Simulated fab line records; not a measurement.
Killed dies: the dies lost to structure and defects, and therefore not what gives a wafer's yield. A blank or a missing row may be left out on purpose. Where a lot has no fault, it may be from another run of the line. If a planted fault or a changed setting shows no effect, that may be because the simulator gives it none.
A lot that was struck, set against a sound lot :: flow sky130 :: 37 out of 708 route steps
Sound: the wafers L293.1, L293.5, L293.6. Wafers L304.2, L304.5, L304.6 were the ones struck. The cause is given at the end.
Order at every step that has rows: each side's tool, ch and its chambers, its first start. Under that, the readings that differ: sound wafers :: struck wafers :: difference of the means :: sigmas: that difference in standard deviations of wafers without a fault.
alike: words and numbers the same on both sides, and readings whose means are apart by under 2 such deviations; not compared: readings that were withheld, readings missing a value for some wafer, numbers with overlapping values and no deviation given by the record, and bounds like >300 which may hide the same value.
The two part at a step that has a row with sigmas, a row that says differs or no value, or rows on one side only. Non-overlapping numbers with no deviation appear without sigmas and do not part them. A reading missing from all wafers of one side parts the sides only when that side holds two or more wafers.

first, 10 steps without rows for these wafers: SKY_LDD_LDN_SOFTBAKE_03 (time 60 s); SKY_LDD_LDN_EXPOSE_04 (exposes mask LDNTM, target cd 700 nm); SKY_LDD_LDN_PEB_05; SKY_LDD_LDN_DEVELOP_06 (develop time 60 s); SKY_LDD_LDN_IMPLANT_08; SKY_LDD_LDN_IMPLANT_09; SKY_LDD_LDN_IMPLANT_10; SKY_LDD_LDN_IMPLANT_11; SKY_LDD_LDN_STRIP_12 (strips in O2/N2); SKY_LDD_LDN_CLEAN_14 (cleans in SC1/SC2, time 150 s).
SKY_SPACER_CVD_00: deposits Si3N4 from DCS/NH3, target thk 43.1 nm, time 740 s.
  sound on lpcvd-02 ch 0, day 26 21:52; struck on lpcvd-02 ch 1, day 30 09:23
reading: spike tc centre C (C)
sound: 769.4 768.6 770.0
struck: 784.5 785.5 785.7
difference: +15.9
sigmas: +11

reading: zone power centre pct (%)
sound: 13.5 13.2 13.3
struck: 18.1 18.1 18.4
difference: +4.9
sigmas: +8

reading: model.Si3N4_of_SPACER_CVD_00.thk nm (nm)
sound: 43.18 42.57 42.59
struck: 47.38 47.24 46.89
difference: +4.39
sigmas: 
  alike: pressure mtorr, susceptor temp C, zone power upper pct
SKY_SPACER_THK_MEAS_01:
  sound on film metro-01 at day 26 23:41; struck on film metro-01 at day 30 10:36
reading: SPACER_CVD_00_THK (nm)
sound: 43.2 42.6 42.6
struck: 47.4 47.2 46.9
difference: +4.4
sigmas: +12
SKY_SPACER_ETCHBACK_02: etches Si3N4 in CH3F/O2, stops on SiO2, time 46.7 s, target depth 45 nm.
  sound on rie diel-04 ch 0,1,3, day 26 23:44; struck on rie diel-03 ch 0,1, day 30 10:39
reading: oes product au (a.u.)
sound: 0.862 0.852 0.862
struck: 0.895 0.905 0.895
difference: +0.040
sigmas: +7

reading: model.etch.depth nm (nm)
sound: 43.18 42.57 42.59
struck: 47.38 47.24 46.89
difference: +4.39
sigmas: 
  alike: drypump motor current A, throttle valve pct
  not compared: rf hours counter h
then, 22 steps without rows for these wafers: SKY_POLY_CUT_DEHYDRATE_00 (time 60 s); SKY_POLY_CUT_HMDS_01 (prime time 60 s); SKY_POLY_CUT_COAT_02 (resist thk 60 nm); SKY_POLY_CUT_COAT_03 (resist thk 450 nm); SKY_POLY_CUT_SOFTBAKE_04 (time 90 s); SKY_POLY_CUT_EXPOSE_05 (exposes mask NPCM, target cd 270 nm); SKY_POLY_CUT_PEB_06; SKY_POLY_CUT_DEVELOP_07 (develop time 60 s); SKY_POLY_CUT_ETCH_10 (etches BARC in N2/H2, stops on SiO2, time 45.9 s, target depth 60 nm); SKY_POLY_CUT_ETCH_11 (etches Si3N4 in CF4/CH2F2/Ar, stops on poly-Si, time 42.5 s, target depth 60 nm); SKY_POLY_CUT_STRIP_12 (strips in O2/N2); SKY_SD_P_DEHYDRATE_00 (time 60 s); SKY_SD_P_HMDS_01 (prime time 60 s); SKY_SD_P_COAT_02 (resist thk 1140 nm); SKY_SD_P_SOFTBAKE_03 (time 60 s); SKY_SD_P_EXPOSE_04 (exposes mask PSDM, target cd 380 nm); SKY_SD_P_PEB_05; SKY_SD_P_DEVELOP_06 (develop time 60 s); SKY_SD_P_IMPLANT_09; SKY_SD_P_STRIP_10 (strips in O2/N2); SKY_RES_XHIGH_DEHYDRATE_00 (time 60 s); SKY_RES_XHIGH_HMDS_01 (prime time 60 s).
-- the record jumps here: 5 days lie between the struck wafers' starts before and after (it left off in module RES_XHIGH and takes up again in module SALICIDE, whose first step shown is number 361 of the route) --
SKY_SALICIDE_CLEAN_00: cleans in HF-last, time 30 s.
  sound on wet bench-04 ch 0, day 31 17:47; struck on wet bench-04 ch 3, day 35 00:11
reading: model.Si3N4_of_SPACER_CVD_00.thk nm (nm)
sound: 42.21 41.6 41.62
struck: 46.4 46.25 45.9
difference: +4.4
sigmas: 
-- the record jumps here: 16 days lie between the struck wafers' starts before and after (it left off in module SALICIDE and takes up again in module PAD_OPEN, whose first step shown is number 708 of the route) --
SKY_PAD_OPEN_PROBE_99:
  sound on prober-02 at day 48 11:33; struck on prober-02 at day 50 17:34
reading: model.etest.pfet_01v8.r on ohm um
sound: 2858 2844 2839
struck: 3077 3074 3056
difference: +222
sigmas: 

reading: model.etest.sonos uncharged.r on ohm um
sound: 827.7 823.7 823.9
struck: 829.4 836.5 837.3
difference: +9.3
sigmas: 

reading: model.etest.pfet_01v8.drive ua um
sound: 194.8 195.1 197.2
struck: 180.9 180.2 183
difference: -14.3
sigmas: 

reading: model.etest.pfet_01v8_hvt.drive ua um
sound: 145.6 146.2 146.1
struck: 133.5 133.3 135.8
difference: -11.8
sigmas: 
  alike: killed_at_M0_to_M3, killed_at_M4_up, killed at contacts, killed at front end, killed at other, killed dies, killed open, killed short

WHERE THEY PART
Last at SKY_SPACER_ETCHBACK_02 as far as this record goes, first at SKY_SPACER_CVD_00. Later steps at which nothing parts them and some readings are alike: SKY_PAD_OPEN_PROBE_99.

WHY: the cause the simulator had injected
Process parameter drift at SKY_SPACER_CVD_00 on lpcvd-02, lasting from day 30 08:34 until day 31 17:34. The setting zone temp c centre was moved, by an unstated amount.
